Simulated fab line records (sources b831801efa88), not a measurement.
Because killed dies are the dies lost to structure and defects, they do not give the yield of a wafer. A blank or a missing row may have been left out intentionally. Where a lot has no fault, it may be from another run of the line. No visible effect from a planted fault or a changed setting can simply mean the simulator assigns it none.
fab line records + flow sky130
record:
- lots: 11
- wafers: 33
- lastDay: 49
route steps=708 shown LOCAL_INTERCONNECT@402 CONTACT@431 VIA1@472 METAL2@501 PAD_OPEN@708
lots with no fault: from the same line, run without faults
startH: hours from the record's first day to the start of the lot's first wafer shown + waitH: hours since the lot's step before + " as in the row above + L1.1+2: a row that stands for several wafers + - no value, or no start given + * or withheld: withheld + < > ~ a bound
route shown NAME@n: names a module that has steps shown in the file, with the first one's number in the route + usual: the fault-free wafers' mean and standard deviation + same: alike in all rows + chamber/n: place in a boat + sites: each site's reading + _std_site: their standard deviation + _edge_site: outer sites' mean less inner sites' + radiusMm: for every site, how far away it sits from the centre of the wafer + mask NAME#n: copy n + behind: the most recent tool/chamber to have shaped the wafer + hold: cause of the lot's hold/its duration in hours/its outcome + device: whichever transistor did not switch (one of n, p or np) + end of line: the route-end tests of the same wafers + a step with no rows: only its recipe + killed: count of dies lost to structure and defects at first sort (not the wafer's yield) + map: a wafer's dies, marking killed ones x, the rest . and places with no die _
set.NAME: the run value of the setting; set.NAME@STEP: its run value at that earlier step + model.NAME: the simulator's own value behind a step, which no gauge read
a sample of lots followed through the steps of the route, with each step as a table and each wafer as a row
services: when a tool's chamber went out of use (startH, in hours from the record's first day, below 0 if earlier), for how many hours, and the reason
== steps ==
step: SKY_LOCAL_INTERCONNECT_STRIP_15
recipe:
- chemistry: O2/N2
- powerW: 1400
- pressureMtorr: 1500
- platenTempC: withheld
- o2FlowSccm: 3000
- n2FlowSccm: 300
- overashFraction: 0.5
usual:
- drypumpMotorCurrentA: 5.8/0.52
- oesProductAu: 0.427/0.0044
- stripTimeToEndpointS: 4.731/0.019
| lot.wafer | tool           | chamber | startH | waitH | drypumpMotorCurrentA | oesProductAu | rfHoursCounterH | stripTimeToEndpointS |
|-----------|----------------|---------|--------|-------|----------------------|--------------|-----------------|----------------------|
| L682.2    | plasmaAsher-04 | 1       | 694.35 | 0.1   | 5.2                  | 0.422        | 86              | 4.724                |
| L682.4    | "              | 1       | "      | "     | 5.2                  | 0.437        | -               | 4.725                |
| L682.5    | "              | 1       | "      | "     | 5.2                  | 0.427        | -               | 4.741                |
| L683.1    | plasmaAsher-01 | 0       | 708.05 | 0.1   | 5.7                  | 0.425        | 60              | 4.750                |
| L683.3    | "              | 1       | "      | "     | 6.5                  | 0.428        | -               | 4.722                |
| L683.6    | "              | 0       | "      | "     | 5.8                  | 0.428        | -               | 4.714                |
| L684.1    | plasmaAsher-04 | 0       | 712.31 | 0.0   | 6.3                  | 0.423        | 88              | 4.740                |
| L684.3    | "              | 1       | "      | "     | 5.2                  | 0.424        | -               | 4.697                |
| L684.6    | "              | 0       | "      | "     | 6.2                  | 0.424        | -               | 4.733                |
| L685.1    | plasmaAsher-02 | 1       | 714.67 | 0.0   | 5.5                  | 0.431        | 28              | 4.737                |
| L685.5    | "              | 1       | "      | "     | 5.5                  | 0.425        | -               | 4.718                |
| L685.6    | "              | 0       | "      | "     | 5.2                  | 0.429        | -               | 4.739                |
| L686.4    | plasmaAsher-04 | 1       | 728.02 | 0.1   | 5.2                  | 0.423        | -               | 4.786                |
| L686.5    | "              | 1       | "      | "     | 5.2                  | 0.426        | -               | 4.754                |
| L686.6    | "              | 0       | "      | "     | 6.3                  | 0.440        | -               | 4.762                |
| L688.1    | plasmaAsher-02 | 1       | 762.47 | 0.0   | 5.6                  | 0.426        | 32              | 4.741                |
| L688.4    | "              | 1       | "      | "     | 5.5                  | 0.427        | -               | 4.742                |
| L688.5    | "              | 1       | "      | "     | 5.5                  | 0.426        | -               | 4.746                |
| L689.1    | plasmaAsher-04 | 0       | 764.78 | 0.0   | 6.3                  | 0.429        | 94              | 4.747                |
| L689.2    | "              | 1       | "      | "     | 5.1                  | 0.427        | 94              | 4.747                |
| L689.3    | "              | 0       | "      | "     | 6.3                  | 0.426        | -               | 4.735                |
| L697.2    | plasmaAsher-01 | 0       | 828.33 | 0.0   | 5.7                  | 0.422        | 71              | 4.739                |
| L697.3    | "              | 0       | "      | "     | 5.7                  | 0.425        | -               | 4.744                |
| L697.4    | "              | 1       | "      | "     | 6.5                  | 0.429        | -               | 4.754                |
| L698.2    | plasmaAsher-02 | 1       | 832.72 | 0.0   | 5.5                  | 0.431        | 38              | 4.720                |
| L698.4    | "              | 1       | "      | "     | 5.5                  | 0.424        | -               | 4.727                |
| L698.6    | "              | 0       | "      | "     | 5.2                  | 0.427        | -               | 4.722                |
| L701.2    | plasmaAsher-02 | 0       | 853.68 | 0.0   | 5.2                  | 0.430        | 40              | 4.672                |
| L701.3    | "              | 1       | "      | "     | 5.5                  | 0.427        | -               | 4.684                |
| L701.5    | "              | 1       | "      | "     | 5.5                  | 0.429        | -               | 4.701                |
| L703.1    | plasmaAsher-01 | 0       | 858.22 | 0.1   | 5.7                  | 0.420        | 75              | 4.697                |
| L703.2    | "              | 1       | "      | "     | 6.6                  | 0.432        | 75              | 4.718                |
| L703.3    | "              | 0       | "      | "     | 5.7                  | 0.423        | -               | 4.699                |
step: SKY_CONTACT_RS_MEAS_25
recipe:
- thkMeasGauge: four-point-probe
- reads: W_of_CONTACT_CVD_24+TiN_of_CONTACT_SPUTTER_23
usual:
- CONTACT_W_RS: 0.337/0.0047
| lot.wafer | tool         | chamber | startH | waitH | CONTACT_W_RS[ohm/sq] |
|-----------|--------------|---------|--------|-------|----------------------|
| L682.2    | filmMetro-02 | -       | 724.73 | 0.2   | 0.335                |
| L682.4    | "            | -       | "      | "     | 0.335                |
| L682.5    | "            | -       | "      | "     | 0.337                |
| L683.1    | filmMetro-03 | -       | 738.52 | 0.1   | 0.339                |
| L683.3    | "            | -       | "      | "     | 0.340                |
| L683.6    | "            | -       | "      | "     | 0.340                |
| L684.1    | filmMetro-02 | -       | 742.96 | 0.1   | 0.327                |
| L684.3    | "            | -       | "      | "     | 0.331                |
| L684.6    | "            | -       | "      | "     | 0.342                |
| L685.1    | filmMetro-02 | -       | 744.81 | 0.1   | 0.332                |
| L685.5    | "            | -       | "      | "     | 0.336                |
| L685.6    | "            | -       | "      | "     | 0.341                |
| L686.4    | filmMetro-04 | -       | 757.29 | 0.1   | 0.336                |
| L686.5    | "            | -       | "      | "     | 0.329                |
| L686.6    | "            | -       | "      | "     | 0.340                |
| L688.1    | filmMetro-03 | -       | 791.28 | 0.1   | 0.328                |
| L688.4    | "            | -       | "      | "     | 0.328                |
| L688.5    | "            | -       | "      | "     | 0.342                |
| L689.1    | filmMetro-02 | -       | 793.69 | 0.1   | 0.338                |
| L689.2    | "            | -       | "      | "     | 0.331                |
| L689.3    | "            | -       | "      | "     | 0.337                |
| L697.2    | filmMetro-04 | -       | 857.02 | 0.1   | 0.335                |
| L697.3    | "            | -       | "      | "     | 0.337                |
| L697.4    | "            | -       | "      | "     | 0.325                |
| L698.2    | filmMetro-03 | -       | 862.78 | 0.1   | 0.345                |
| L698.4    | "            | -       | "      | "     | 0.345                |
| L698.6    | "            | -       | "      | "     | 0.337                |
| L701.2    | filmMetro-02 | -       | 882.21 | 0.1   | 0.340                |
| L701.3    | "            | -       | "      | "     | 0.340                |
| L701.5    | "            | -       | "      | "     | 0.331                |
| L703.1    | filmMetro-04 | -       | 886.05 | 0.1   | 0.340                |
| L703.2    | "            | -       | "      | "     | 0.341                |
| L703.3    | "            | -       | "      | "     | 0.340                |
step: SKY_VIA1_ETCH_14
recipe:
- chemistry: N2/H2
- target: BARC
- ionEnergyEv: 200
- sourceW: 500
- biasW: 100
- pressureMtorr: 30
- n2FlowSccm: 100
- h2FlowSccm: 200
- stopOn: SiO2
- timeS: 45.9
- targetDepthA: 600
usual:
- drypumpMotorCurrentA: 5.8/0.41
- oesProductAu: 0.856/0.0051
- rfFwdPowerW: 495.3/1.8
- throttleValvePct: 13.224/0.0089
| lot.wafer | tool       | chamber | startH | waitH | drypumpMotorCurrentA | oesProductAu | rfFwdPowerW | rfHoursCounterH | throttleValvePct |
|-----------|------------|---------|--------|-------|----------------------|--------------|-------------|-----------------|------------------|
| L682.2    | rieDiel-02 | 1       | 780.64 | 0.0   | 5.9                  | 0.855        | 497.1       | 3               | 13.225           |
| L682.4    | "          | 2       | "      | "     | 6.2                  | 0.863        | 496.8       | 3               | 13.230           |
| L682.5    | "          | 3       | "      | "     | 5.5                  | 0.855        | 497.3       | -               | 13.233           |
| L683.1    | rieDiel-01 | 1       | 794.65 | 0.0   | 6.1                  | 0.861        | 496.3       | 16              | 13.218           |
| L683.3    | "          | 0       | "      | "     | 5.8                  | 0.847        | 497.2       | 53              | 13.228           |
| L683.6    | "          | 1       | "      | "     | 6.2                  | 0.857        | 497.8       | -               | 13.221           |
| L684.1    | rieDiel-02 | 1       | 800.78 | 0.0   | 5.9                  | 0.860        | 496.0       | 4               | 13.228           |
| L684.3    | "          | 2       | "      | "     | 6.2                  | 0.853        | 495.3       | 4               | 13.220           |
| L684.6    | "          | 0       | "      | "     | 5.3                  | 0.861        | 494.8       | -               | 13.227           |
| L685.1    | rieDiel-02 | 0       | 801.59 | 0.0   | 5.3                  | 0.863        | 493.9       | 16              | 13.228           |
| L685.5    | "          | 0       | "      | "     | 5.3                  | 0.859        | 493.3       | -               | 13.234           |
| L685.6    | "          | 2       | "      | "     | 6.2                  | 0.860        | 492.3       | -               | 13.236           |
| L686.4    | rieDiel-01 | 3       | 814.33 | 0.0   | 6.5                  | 0.848        | 494.6       | -               | 13.223           |
| L686.5    | "          | 1       | "      | "     | 6.2                  | 0.858        | 492.1       | -               | 13.228           |
| L686.6    | "          | 0       | "      | "     | 5.8                  | 0.868        | 496.9       | -               | 13.233           |
| L688.1    | rieDiel-04 | 1       | 847.91 | 0.0   | 5.1                  | 0.854        | 494.4       | 9               | 13.233           |
| L688.4    | "          | 2       | "      | "     | 5.9                  | 0.856        | 494.0       | 0               | 13.228           |
| L688.5    | "          | 0       | "      | "     | 5.7                  | 0.859        | 494.9       | -               | 13.214           |
| L689.1    | rieDiel-01 | 1       | 850.25 | 0.0   | 6.1                  | 0.853        | 492.3       | 18              | 13.215           |
| L689.2    | "          | 3       | "      | "     | 6.5                  | 0.851        | 496.8       | 6               | 13.228           |
| L689.3    | "          | 2       | "      | "     | 5.6                  | 0.861        | 495.3       | 25              | 13.232           |
| L697.2    | rieDiel-02 | 1       | 910.94 | 0.0   | 5.9                  | 0.859        | 495.3       | 6               | 13.238           |
| L697.3    | "          | 0       | "      | "     | 5.3                  | 0.857        | 493.3       | 19              | 13.233           |
| L697.4    | "          | 3       | "      | "     | 5.5                  | 0.848        | 498.7       | 9               | 13.222           |
| L698.2    | rieDiel-04 | 1       | 916.85 | 0.0   | 5.1                  | 0.852        | 496.5       | 12              | 13.214           |
| L698.4    | "          | 3       | "      | "     | 5.4                  | 0.864        | 490.2       | 4               | 13.222           |
| L698.6    | "          | 3       | "      | "     | 5.4                  | 0.851        | 494.8       | -               | 13.227           |
| L701.2    | rieDiel-04 | 2       | 935.40 | 0.0   | 5.9                  | 0.846        | 492.5       | 3               | 13.229           |
| L701.3    | "          | 0       | "      | "     | 5.7                  | 0.851        | 495.9       | 4               | 13.217           |
| L701.5    | "          | 0       | "      | "     | 5.7                  | 0.853        | 497.5       | -               | 13.228           |
| L703.1    | rieDiel-02 | 3       | 939.40 | 0.0   | 5.5                  | 0.850        | 493.6       | 10              | 13.220           |
| L703.2    | "          | 2       | "      | "     | 6.2                  | 0.861        | 495.0       | 7               | 13.232           |
| L703.3    | "          | 0       | "      | "     | 5.3                  | 0.848        | 494.8       | 19              | 13.214           |
step: SKY_METAL2_ETCH_18
recipe:
- chemistry: N2/H2
- target: BARC
- ionEnergyEv: 200
- biasW: 100
- pressureMtorr: 30
- n2FlowSccm: 100
- h2FlowSccm: 200
- icpW: 500
- stopOn: SiO2
- timeS: 45.9
- targetDepthA: 600
usual:
- drypumpMotorCurrentA: 5.9/0.46
- oesProductAu: 0.854/0.005
- rfFwdPowerW: 495.1/1.8
- throttleValvePct: 13.224/0.0099
| lot.wafer | tool        | chamber | startH | waitH | drypumpMotorCurrentA | oesProductAu | rfFwdPowerW | rfHoursCounterH | throttleValvePct |
|-----------|-------------|---------|--------|-------|----------------------|--------------|-------------|-----------------|------------------|
| L682.2    | rieMetal-04 | 0       | 809.39 | 0.0   | 6.0                  | 0.852        | 497.1       | 12              | 13.206           |
| L682.4    | "           | 0       | "      | "     | 6.0                  | 0.856        | 494.0       | -               | 13.227           |
| L682.5    | "           | 0       | "      | "     | 6.0                  | 0.851        | 494.3       | -               | 13.224           |
| L683.1    | rieMetal-01 | 1       | 822.97 | 0.0   | 5.2                  | 0.849        | 494.4       | 17              | 13.232           |
| L683.3    | "           | 1       | "      | "     | 5.2                  | 0.853        | 495.7       | -               | 13.225           |
| L683.6    | "           | 1       | "      | "     | 5.2                  | 0.851        | 497.0       | -               | 13.217           |
| L684.1    | rieMetal-02 | 1       | 829.32 | 0.1   | 5.4                  | 0.857        | 496.1       | 13              | 13.216           |
| L684.3    | "           | 1       | "      | "     | 5.5                  | 0.859        | 493.8       | -               | 13.217           |
| L684.6    | "           | 1       | "      | "     | 5.4                  | 0.849        | 496.3       | -               | 13.234           |
| L685.1    | rieMetal-04 | 1       | 830.44 | 0.0   | 6.0                  | 0.864        | 493.9       | 6               | 13.239           |
| L685.5    | "           | 0       | "      | "     | 6.0                  | 0.856        | 495.4       | -               | 13.234           |
| L685.6    | "           | 1       | "      | "     | 6.0                  | 0.856        | 495.0       | -               | 13.226           |
| L686.4    | rieMetal-04 | 0       | 842.82 | 0.0   | 6.0                  | 0.851        | 494.2       | -               | 13.227           |
| L686.5    | "           | 0       | "      | "     | 6.0                  | 0.856        | 492.0       | -               | 13.227           |
| L686.6    | "           | 1       | "      | "     | 6.0                  | 0.854        | 495.9       | -               | 13.212           |
| L688.1    | rieMetal-04 | 1       | 875.77 | 0.0   | 6.0                  | 0.855        | 495.5       | 7               | 13.224           |
| L688.4    | "           | 0       | "      | "     | 6.0                  | 0.848        | 491.8       | -               | 13.240           |
| L688.5    | "           | 0       | "      | "     | 6.0                  | 0.860        | 493.2       | -               | 13.217           |
| L689.1    | rieMetal-04 | 0       | 878.52 | 0.0   | 6.1                  | 0.849        | 495.1       | 14              | 13.225           |
| L689.2    | "           | 1       | "      | "     | 6.0                  | 0.853        | 492.1       | 8               | 13.215           |
| L689.3    | "           | 0       | "      | "     | 6.1                  | 0.855        | 492.5       | -               | 13.218           |
| L697.2    | rieMetal-01 | 1       | 936.64 | 0.0   | 5.2                  | 0.863        | 496.7       | 3               | 13.229           |
| L697.3    | "           | 0       | "      | "     | 6.4                  | 0.844        | 496.1       | -               | 13.209           |
| L697.4    | "           | 1       | "      | "     | 5.2                  | 0.855        | 496.3       | -               | 13.221           |
| L698.2    | rieMetal-01 | 0       | 942.25 | 0.0   | 6.4                  | 0.851        | 496.4       | 11              | 13.201           |
| L698.4    | "           | 0       | "      | "     | 6.3                  | 0.857        | 498.0       | -               | 13.225           |
| L698.6    | "           | 1       | "      | "     | 5.2                  | 0.858        | 497.6       | -               | 13.236           |
| L701.2    | rieMetal-02 | 1       | 961.57 | 0.0   | 5.5                  | 0.854        | 496.6       | 20              | 13.219           |
| L701.3    | "           | 1       | "      | "     | 5.5                  | 0.858        | 493.9       | -               | 13.227           |
| L701.5    | "           | 1       | "      | "     | 5.5                  | 0.855        | 497.1       | -               | 13.226           |
| L703.1    | rieMetal-04 | 0       | 965.07 | 0.0   | 6.0                  | 0.848        | 494.5       | 18              | 13.231           |
| L703.2    | "           | 1       | "      | "     | 6.0                  | 0.846        | 492.2       | 12              | 13.228           |
| L703.3    | "           | 0       | "      | "     | 6.0                  | 0.848        | 492.5       | -               | 13.238           |
step: SKY_PAD_OPEN_PROBE_99
usual:
- defectLimitedYield: 82.5/1.9
- killed_at_M0_to_M3: 44/6.4
- killed_at_M4_up: 3.4/2.1
- killedAtContacts: 23/5
- killedAtFrontEnd: 15/4.5
- killedAtOther: 0.3/0.54
- killedDies: 86/9.5
- killedOpen: 48/6.9
- killedShort: 38/5.9
- sort_bin_3_pad_short: 0.8/0.44
- sort_bin_5_function: 10.5/1.6
- sort_bin_6_memory: 6.1/1.1
- sortNPass: 406/9.5
- sortYieldPct: 82.5/1.9
same:
- grossDies: 492
- killedAtBackSide: 0
- sort_bin_4_leakage[%]: 0
- sort_bin_8_speed[%]: 0
| lot.wafer | tool      | chamber | startH  | waitH | defectLimitedYield[%] | killed_at_M0_to_M3 | killed_at_M4_up | killedAtContacts | killedAtFrontEnd | killedAtOther | killedDies | killedOpen | killedShort | sort_bin_3_pad_short[%] | sort_bin_5_function[%] | sort_bin_6_memory[%] | sortNPass | sortYieldPct[%] |
|-----------|-----------|---------|---------|-------|-----------------------|--------------------|-----------------|------------------|------------------|---------------|------------|------------|-------------|-------------------------|------------------------|----------------------|-----------|-----------------|
| L684.1    | prober-02 | -       | 1084.11 | 0.1   | 81.7                  | 45                 | 6               | 27               | 12               | 0             | 90         | 49         | 41          | 0.2                     | 10.4                   | 7.7                  | 402       | 81.7            |
| L684.3    | prober-02 | -       | 1084.21 | 0.2   | 82.9                  | 39                 | 3               | 21               | 20               | 1             | 84         | 44         | 40          | 0.4                     | 12.0                   | 4.7                  | 408       | 82.9            |
| L684.6    | prober-02 | -       | 1084.36 | 0.2   | 81.9                  | 44                 | 3               | 30               | 12               | 0             | 89         | 46         | 43          | 1.4                     | 10.4                   | 6.3                  | 403       | 81.9            |
| L697.2    | prober-01 | -       | 1162.75 | 0.1   | 74.4                  | 82                 | 5               | 25               | 14               | 0             | 126        | 48         | 32          | 1.6                     | 16.1                   | 7.9                  | 366       | 74.4            |
| L697.3    | prober-01 | -       | 1162.80 | 0.2   | 80.7                  | 48                 | 0               | 28               | 19               | 0             | 95         | 50         | 43          | 0.4                     | 11.2                   | 7.7                  | 397       | 80.7            |
| L697.4    | prober-01 | -       | 1162.85 | 0.2   | 73.4                  | 92                 | 4               | 20               | 15               | 0             | 131        | 47         | 39          | 2.6                     | 17.3                   | 6.7                  | 361       | 73.4            |
| L698.2    | prober-01 | -       | 1166.06 | 0.1   | 82.1                  | 40                 | 2               | 23               | 23               | 0             | 88         | 50         | 36          | 0.6                     | 11.8                   | 5.5                  | 404       | 82.1            |
| L698.4    | prober-01 | -       | 1166.16 | 0.2   | 85.6                  | 36                 | 0               | 22               | 11               | 2             | 71         | 30         | 39          | 0.4                     | 8.9                    | 5.1                  | 421       | 85.6            |
| L698.6    | prober-01 | -       | 1166.26 | 0.2   | 75.4                  | 85                 | 1               | 20               | 13               | 2             | 121        | 46         | 33          | 2.8                     | 15.0                   | 6.7                  | 371       | 75.4            |
| L701.2    | prober-02 | -       | 1178.88 | 0.1   | 83.7                  | 54                 | 3               | 17               | 5                | 1             | 80         | 40         | 40          | 0.8                     | 10.0                   | 5.5                  | 412       | 83.7            |
| L701.3    | prober-02 | -       | 1178.93 | 0.2   | 80.9                  | 45                 | 5               | 28               | 15               | 1             | 94         | 59         | 34          | 0.6                     | 11.8                   | 6.7                  | 398       | 80.9            |
| L701.5    | prober-02 | -       | 1179.03 | 0.2   | 83.9                  | 37                 | 3               | 21               | 18               | 0             | 79         | 38         | 41          | 0.8                     | 8.1                    | 7.1                  | 413       | 83.9            |
killed by level:class
L684.1 VIA1:geometricParticle:open=10 VIA3:geometricParticle:open=9 LI_CONTACT:geometricParticle:open=8 VIA2:geometricParticle:open=7 FIELD_ISO:geometricParticle:open=6 METAL4:geometricParticle:short=6 CONTACT:geometricParticle:open=5 CONTACT:geometricParticle:short=5
L684.3 VIA1:geometricParticle:open=10 VIA2:geometricParticle:open=9 CONTACT:geometricParticle:open=6 METAL2:geometricParticle:short=6 FIELD_ISO:geometricParticle:short=5 POLY_GATE:geometricParticle:short=5 CONTACT:geometricParticle:short=5 LI_CONTACT:geometricParticle:open=4
L684.6 VIA1:geometricParticle:open=12 LI_CONTACT:geometricParticle:open=10 CONTACT:geometricParticle:open=8 VIA2:geometricParticle:open=6 VIA1:geometricParticle:short=5 FIELD_ISO:geometricParticle:short=4 LI_CONTACT:geometricParticle:short=4 LOCAL_INTERCONNECT:geometricParticle:short=4
L697.2 METAL2:unspecified=46 VIA3:geometricParticle:open=13 LI_CONTACT:geometricParticle:open=9 CONTACT:geometricParticle:open=6 POLY_GATE:geometricParticle:open=5 VIA1:geometricParticle:open=5 LOCAL_INTERCONNECT:geometricParticle:short=4 METAL1:geometricParticle:short=4
L697.3 VIA1:geometricParticle:open=11 CONTACT:geometricParticle:open=8 LOCAL_INTERCONNECT:geometricParticle:short=7 CONTACT:geometricParticle:short=6 VIA3:geometricParticle:open=6 VIA2:geometricParticle:open=6 METAL2:geometricParticle:short=6 FIELD_ISO:geometricParticle:open=5
L697.4 METAL2:unspecified=45 VIA1:geometricParticle:open=9 CONTACT:geometricParticle:open=8 VIA2:geometricParticle:open=8 FIELD_ISO:geometricParticle:open=5 VIA1:geometricParticle:short=5 LI_CONTACT:geometricParticle:short=4 METAL1:geometricParticle:open=4
L698.2 CONTACT:geometricParticle:open=11 POLY_GATE:geometricParticle:open=9 VIA1:geometricParticle:open=9 VIA2:geometricParticle:open=7 FIELD_ISO:geometricParticle:short=6 CONTACT:geometricParticle:short=6 VIA3:geometricParticle:open=6 METAL3:geometricParticle:short=5
L698.4 METAL1:geometricParticle:short=7 VIA1:geometricParticle:open=7 CONTACT:geometricParticle:open=6 METAL2:geometricParticle:short=6 LI_CONTACT:geometricParticle:short=5 POLY_GATE:geometricParticle:short=4 LI_CONTACT:geometricParticle:open=4 CONTACT:geometricParticle:short=4
L698.6 METAL2:unspecified=41 VIA1:geometricParticle:open=10 VIA3:geometricParticle:open=9 CONTACT:geometricParticle:short=7 CONTACT:geometricParticle:open=5 VIA1:geometricParticle:short=5 METAL2:geometricParticle:short=5 VIA2:geometricParticle:open=5
L701.2 METAL2:geometricParticle:short=12 VIA1:geometricParticle:open=8 VIA3:geometricParticle:open=8 VIA1:geometricParticle:short=6 VIA2:geometricParticle:short=5 CONTACT:geometricParticle:open=5 METAL1:geometricParticle:short=5 LI_CONTACT:geometricParticle:open=4
L701.3 VIA1:geometricParticle:open=12 CONTACT:geometricParticle:open=11 VIA2:geometricParticle:open=11 LI_CONTACT:geometricParticle:open=8 METAL2:geometricParticle:short=5 METAL4:geometricParticle:short=5 FIELD_ISO:geometricParticle:open=4 CONTACT:geometricParticle:short=4
L701.5 LOCAL_INTERCONNECT:geometricParticle:short=6 VIA1:geometricParticle:open=6 VIA2:geometricParticle:open=6 VIA3:geometricParticle:open=6 LI_CONTACT:geometricParticle:open=5 METAL2:geometricParticle:short=5 CONTACT:geometricParticle:open=5 POLY_GATE:geometricParticle:open=4
== services ==
| tool           | chamber | startH | hours | kind   |
|----------------|---------|--------|-------|--------|
| rieMetal-04    | -       | 671.48 | 4.3   | pm     |
| rieDiel-02     | 1       | 672.35 | 2.1   | repair |
| plasmaAsher-01 | -       | 672.36 | 1.1   | repair |
| rieDiel-02     | 2       | 674.16 | 54.6  | repair |
| rieDiel-01     | 3       | 684.42 | 17.3  | repair |
| rieDiel-01     | 2       | 688.86 | 18.4  | repair |
| rieMetal-01    | 0       | 690.46 | 15.1  | repair |
| rieDiel-01     | 2       | 715.58 | 132.0 | repair |
| plasmaAsher-02 | -       | 753.23 | 4.1   | repair |
| plasmaAsher-01 | -       | 754.35 | 14.6  | pm     |
| rieDiel-02     | 2       | 773.54 | 4.8   | repair |
| rieDiel-01     | 1       | 783.46 | 3.8   | repair |
| rieDiel-02     | 2       | 792.14 | 6.0   | repair |
| rieDiel-02     | 3       | 800.50 | 8.5   | repair |
| plasmaAsher-02 | -       | 817.29 | 14.6  | pm     |
| plasmaAsher-04 | -       | 849.05 | 2.3   | repair |
| plasmaAsher-04 | -       | 861.03 | 1.9   | repair |
| rieDiel-04     | -       | 861.17 | 4.3   | pm     |
| rieDiel-04     | 0       | 869.69 | 2.9   | repair |
| rieDiel-02     | -       | 894.71 | 2.8   | pm     |
| rieMetal-01    | 1       | 895.68 | 5.8   | repair |
| rieMetal-01    | -       | 897.61 | 0.5   | repair |
| plasmaAsher-04 | -       | 941.53 | 2.4   | repair |
| plasmaAsher-02 | -       | 963.70 | 4.3   | repair |
== key ==
firstSign:
- step: SKY_PAD_OPEN_PROBE_99
- reading: killed_at_M0_to_M3
- direction: up
- sigmas: 6.7
- usual: 44
- struck: 86
effect:
- step: SKY_PAD_OPEN_PROBE_99
- reading: sortNPass
- direction: down
- sigmas: 4.2
- usual: 406
- struck: 366
metAt SKY_METAL2_ETCH_18
struckLots L697,L698
struckWafers L697.2,L697.4,L698.6
notActingAt SKY_LOCAL_INTERCONNECT_STRIP_15,SKY_CONTACT_RS_MEAS_25,SKY_VIA1_ETCH_14
onsetBetween 822.97 936.64
fault:
- kind: chamberParticleSource
- tool: rieMetal-01
- chamber: 1
- onsetH: 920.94
- steps: SKY_METAL2_ETCH_18
- ratePerVisitCm2: 0.53316
- endH: 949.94
